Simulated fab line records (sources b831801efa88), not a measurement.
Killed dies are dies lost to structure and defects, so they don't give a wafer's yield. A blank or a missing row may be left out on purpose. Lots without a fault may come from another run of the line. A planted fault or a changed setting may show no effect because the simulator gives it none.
Problem report, 8D (eight disciplines) form, completed by code ; flow sky130 ; the parts of the form that need people (team, actions taken, sign-off) are left out

== 1. THE ISSUE ==
Mean of chamber_pressure_mTorr at SKY_METAL4_METAL_ETCH_18: 7.996 mTorr across 6 wafers in 2 lots; on wafers with no fault it is 9.999 mTorr (standard deviation 0.01). So: -99 or more standard deviations from the usual mean.
The step: etches the open film in Cl2/BCl3, stops on SiO2, target depth 845 nm, time 183.1 s.
Earliest sighting: wafer L676.2 on rie_metal-02 at day 45 02:55. The record has a number at this step for 18 wafers belonging to 6 lots. Rule for "out" (also "out of limits"): further than 4 standard deviations from the usual mean. The other wafers with a number count as sound.

== 2. WHAT THIS IS AND IS NOT ==
question;is;is not
which readings at this step;chamber_pressure_mTorr;drypump_motor_current_A, oes_product_au, throttle_valve_pct
which lots;L676, L677;L672, L679, L680, L687
which wafers of those lots;all that have a number;-
read on which tools;rie_metal-02;rie_metal-01
when;from day 45 02:55;"up to then (3 sound wafers); but 9 sound wafers of L679, L680, L687 came after"

== 3. SUSPECTS, AND WHAT RULES EACH OUT ==
Counting: a tool stays on the suspect list if, at a process step up to the reading, it processed all lots that are out and no sound lot following the first of them.
- rie_metal-02 at SKY_METAL4_METAL_ETCH_18 (etches the open film in Cl2/BCl3, stops on SiO2, target depth 845 nm, time 183.1 s): kept. It processed each lot that is out, first L676 at day 45 02:55, and no sound lot thereafter; up to then, the last sound lot it processed was L672 at day 44 04:08. Its own readings are out on those wafers: chamber_pressure_mTorr.
Remaining after the count: rie_metal-02 at SKY_METAL4_METAL_ETCH_18.

== 4. THE CAUSE (what the simulator had put in) ==
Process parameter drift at SKY_METAL4_METAL_ETCH_18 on rie_metal-02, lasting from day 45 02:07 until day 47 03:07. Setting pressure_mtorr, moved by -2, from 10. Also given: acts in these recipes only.
The count eliminated every tool but this one.

== 5. THE CHAIN OF EFFECTS, in route order ==
Rows list readings where the struck wafers' mean (over those with a number) sits beyond 3 standard deviations from the usual. Only readings for which the record gives a usual standard deviation are gone through. hours: the time from each lot's start at the first step in this table that gives one to its start at this step, as a median over the lots. sigmas: the change in usual standard deviations.
hours;step;reading;usual;on struck wafers;change;sigmas
0;SKY_METAL4_METAL_ETCH_18;chamber_pressure_mTorr;9.999 mTorr;7.996;-2.003;-99 or more
0;SKY_METAL4_STRIP_19;strip_time_to_endpoint_s;6.54 s;6.68;+0.14;+3.0
Here are the process steps it includes:
- SKY_METAL4_METAL_ETCH_18: etches the open film in Cl2/BCl3, stops on SiO2, target depth 845 nm, time 183.1 s.
- SKY_METAL4_STRIP_19: strips in O2/N2.

== 6. WHAT WOULD HAVE CAUGHT IT SOONER ==
In this record the first reading out of limits was taken at day 45 02:55, 1 hour after the fault began at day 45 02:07.
